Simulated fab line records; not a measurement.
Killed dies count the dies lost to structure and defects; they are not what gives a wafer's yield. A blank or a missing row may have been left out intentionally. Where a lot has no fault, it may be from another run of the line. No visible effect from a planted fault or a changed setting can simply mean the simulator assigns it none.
Commonality check across tools / flow gf180mcu / Lots sampled 16, wafers sampled 48

== THE REASON FOR OPENING IT ==
Of 16 lots, 4 have the reading VT_IMPLANT_2_TW flagged at GF_VT_IMPLANT_TW_MEAS_21. Wafers without a fault read 1211, standard deviation 17.
Rule: a lot is flagged when every wafer of it that has a number lies more than 4 standard deviations from that mean, or none has a number. The rest of the lots are taken to be sound.

lot=L327; measured=day 6 07:27; on=film-metro-01; VT_IMPLANT_2_TW, wafer by wafer=1188 1185 1188; flag=
lot=L328; measured=day 6 12:13; on=film-metro-02; VT_IMPLANT_2_TW, wafer by wafer=1230 1227 1230; flag=
lot=L329; measured=day 6 17:41; on=film-metro-01; VT_IMPLANT_2_TW, wafer by wafer=1190 1187 1190; flag=
lot=L330; measured=day 6 23:38; on=film-metro-04; VT_IMPLANT_2_TW, wafer by wafer=1212 1211 1217; flag=
lot=L333; measured=day 7 18:07; on=film-metro-02; VT_IMPLANT_2_TW, wafer by wafer=1226 1224 1224; flag=
lot=L334; measured=day 8 04:20; on=film-metro-04; VT_IMPLANT_2_TW, wafer by wafer=1223 1221 1227; flag=
lot=L335; measured=day 8 08:50; on=film-metro-02; VT_IMPLANT_2_TW, wafer by wafer=1221 1231 1226; flag=
lot=L336; measured=day 8 17:25; on=film-metro-01; VT_IMPLANT_2_TW, wafer by wafer=1197 1177 1184; flag=
lot=L337; measured=day 8 21:42; on=film-metro-04; VT_IMPLANT_2_TW, wafer by wafer=1220 1220 1226; flag=
lot=L338; measured=day 9 07:17; on=film-metro-04; VT_IMPLANT_2_TW, wafer by wafer=1226 1227 1216; flag=
lot=L340; measured=day 9 18:12; on=film-metro-01; VT_IMPLANT_2_TW, wafer by wafer=1194 1199 1198; flag=
lot=L341; measured=day 9 21:40; on=film-metro-01; VT_IMPLANT_2_TW, wafer by wafer=1198 1196 1196; flag=
lot=L343; measured=day 10 15:13; on=film-metro-02; VT_IMPLANT_2_TW, wafer by wafer=700 702 704; flag=FLAGGED
lot=L344; measured=day 10 20:59; on=film-metro-01; VT_IMPLANT_2_TW, wafer by wafer=684 684 685; flag=FLAGGED
lot=L345; measured=day 11 03:32; on=film-metro-01; VT_IMPLANT_2_TW, wafer by wafer=686 682 683; flag=FLAGGED
lot=L346; measured=day 11 09:48; on=film-metro-02; VT_IMPLANT_2_TW, wafer by wafer=709 703 703; flag=FLAGGED
Average over the flagged lots: 694; offset from the usual -517, equal to -30 standard deviations.

== TOOL THAT RAN EACH LOT ==
The record holds 1 process step before the reading, out of a route of 602 steps. Cell contents, in order: the tool; ch with the chambers the sampled wafers went through; the start.
lot=L327; flag=; GF_VT_IMPLANT_IMPLANT_19=implanter-04 ch 0, day 6 07:14
lot=L328; flag=; GF_VT_IMPLANT_IMPLANT_19=implanter-01 ch 0, day 6 11:58
lot=L329; flag=; GF_VT_IMPLANT_IMPLANT_19=implanter-01 ch 0, day 6 17:27
lot=L330; flag=; GF_VT_IMPLANT_IMPLANT_19=implanter-01 ch 0, day 6 23:23
lot=L333; flag=; GF_VT_IMPLANT_IMPLANT_19=implanter-04 ch 0, day 7 17:52
lot=L334; flag=; GF_VT_IMPLANT_IMPLANT_19=implanter-03 ch 0, day 8 04:05
lot=L335; flag=; GF_VT_IMPLANT_IMPLANT_19=implanter-04 ch 0, day 8 08:37
lot=L336; flag=; GF_VT_IMPLANT_IMPLANT_19=implanter-01 ch 0, day 8 17:10
lot=L337; flag=; GF_VT_IMPLANT_IMPLANT_19=implanter-04 ch 0, day 8 21:29
lot=L338; flag=; GF_VT_IMPLANT_IMPLANT_19=implanter-03 ch 0, day 9 07:03
lot=L340; flag=; GF_VT_IMPLANT_IMPLANT_19=implanter-01 ch 0, day 9 17:59
lot=L341; flag=; GF_VT_IMPLANT_IMPLANT_19=implanter-04 ch 0, day 9 21:28
lot=L343; flag=FLAGGED; GF_VT_IMPLANT_IMPLANT_19=implanter-04 ch 0, day 10 14:58
lot=L344; flag=FLAGGED; GF_VT_IMPLANT_IMPLANT_19=implanter-01 ch 0, day 10 20:45
lot=L345; flag=FLAGGED; GF_VT_IMPLANT_IMPLANT_19=implanter-04 ch 0, day 11 03:17
lot=L346; flag=FLAGGED; GF_VT_IMPLANT_IMPLANT_19=implanter-04 ch 0, day 11 09:33
These steps, and what they do:
- GF_VT_IMPLANT_IMPLANT_19
- GF_VT_IMPLANT_TW_MEAS_21

== FLAGGED AGAINST TOTAL, ONE TOOL AT A TIME (gauges that did the reading follow at the end) ==
step=GF_VT_IMPLANT_IMPLANT_19; tool=implanter-01; lots run=6; flagged=1; share of the flagged lots=some; sound lots run after its first flagged lot=0
step=GF_VT_IMPLANT_IMPLANT_19; tool=implanter-03; lots run=2; flagged=0; share of the flagged lots=none; sound lots run after its first flagged lot=-
step=GF_VT_IMPLANT_IMPLANT_19; tool=implanter-04; lots run=8; flagged=3; share of the flagged lots=some; sound lots run after its first flagged lot=0
step=GF_VT_IMPLANT_TW_MEAS_21; tool=film-metro-01; lots run=7; flagged=2; share of the flagged lots=some; sound lots run after its first flagged lot=0
step=GF_VT_IMPLANT_TW_MEAS_21; tool=film-metro-02; lots run=5; flagged=2; share of the flagged lots=some; sound lots run after its first flagged lot=0
step=GF_VT_IMPLANT_TW_MEAS_21; tool=film-metro-04; lots run=4; flagged=0; share of the flagged lots=none; sound lots run after its first flagged lot=-

== WHAT THE TABLE ALLOWS ==
No row of the table ran every flagged lot.

== WHAT THE SIMULATOR HAD PUT IN ==
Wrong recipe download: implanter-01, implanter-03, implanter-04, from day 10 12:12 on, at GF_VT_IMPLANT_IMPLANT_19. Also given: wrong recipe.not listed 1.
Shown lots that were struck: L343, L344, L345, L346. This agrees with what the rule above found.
